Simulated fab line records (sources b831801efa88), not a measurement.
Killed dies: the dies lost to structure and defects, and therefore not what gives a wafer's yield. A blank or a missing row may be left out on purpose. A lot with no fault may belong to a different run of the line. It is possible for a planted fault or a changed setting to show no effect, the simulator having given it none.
Chamber matching :: flow gf180mcu :: GF_V4_CMP_04 on cmp-02 has 4 sister chambers
The step polishes SiO2. 8 wafers are shown with their chamber, then 7 later ones without.

== WAFERS WITH THEIR CHAMBER ==
wafer: L802.2
chamber: 3
motorCurrentA (A): 12.7
platenRpm (rpm): 59.95

wafer: L802.5
chamber: 3
motorCurrentA (A): 12.2
platenRpm (rpm): 59.97

wafer: L805.5
chamber: 2
motorCurrentA (A): 9.8
platenRpm (rpm): 60.01

wafer: L808.2
chamber: 1
motorCurrentA (A): 12.8
platenRpm (rpm): 60.00

wafer: L808.5
chamber: 1
motorCurrentA (A): 12.6
platenRpm (rpm): 59.98

wafer: L808.6
chamber: 0
motorCurrentA (A): 11.1
platenRpm (rpm): 60.00

wafer: L810.1
chamber: 2
motorCurrentA (A): 9.7
platenRpm (rpm): 59.92

wafer: L810.2
chamber: 0
motorCurrentA (A): 10.7
platenRpm (rpm): 60.04

== WAFERS WITH NO CHAMBER GIVEN ==
wafer: L810.5
motorCurrentA (A): 12.8
platenRpm (rpm): 60.05

wafer: L823.1
motorCurrentA (A): 10.8
platenRpm (rpm): 59.96

wafer: L823.3
motorCurrentA (A): 12.1
platenRpm (rpm): 59.96

wafer: L823.4
motorCurrentA (A): 9.8
platenRpm (rpm): 60.07

wafer: L822.1
motorCurrentA (A): 12.5
platenRpm (rpm): 60.04

wafer: L822.5
motorCurrentA (A): 12.9
platenRpm (rpm): 60.02

wafer: L822.6
motorCurrentA (A): 9.5
platenRpm (rpm): 60.01

== WHICH CHAMBER EACH WENT THROUGH ==
wafer: L810.5
from the rows above: can't be placed: 1 or 3
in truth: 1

wafer: L823.1
from the rows above: 0
in truth: 0

wafer: L823.3
from the rows above: can't be placed: 3 or 1
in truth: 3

wafer: L823.4
from the rows above: can't be placed: 2 or 0
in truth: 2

wafer: L822.1
from the rows above: can't be placed: 1 or 3
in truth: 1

wafer: L822.5
from the rows above: can't be placed: 1 or 3
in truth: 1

wafer: L822.6
from the rows above: 2
in truth: 2
Correct placement for 2 of the 7. Not placeable from these rows: 5 (in 5, the candidates include the true chamber). Wrongly placed: 0.
How it was worked out, from the rows above alone: a wafer's distance from a chamber is the root of the sum, over the readings, of the square of ((its reading less the chamber's mean) divided by the reading's scatter). The wafer belongs to the nearest chamber; if the next one is less than 2 further off, it can't be placed. The mean given for a chamber averages the wafers shown for that chamber. How the scatter is found: for the shown wafers, subtract from each reading the mean of its chamber, square and add these, divide the total by (wafers less chambers), then take the root.
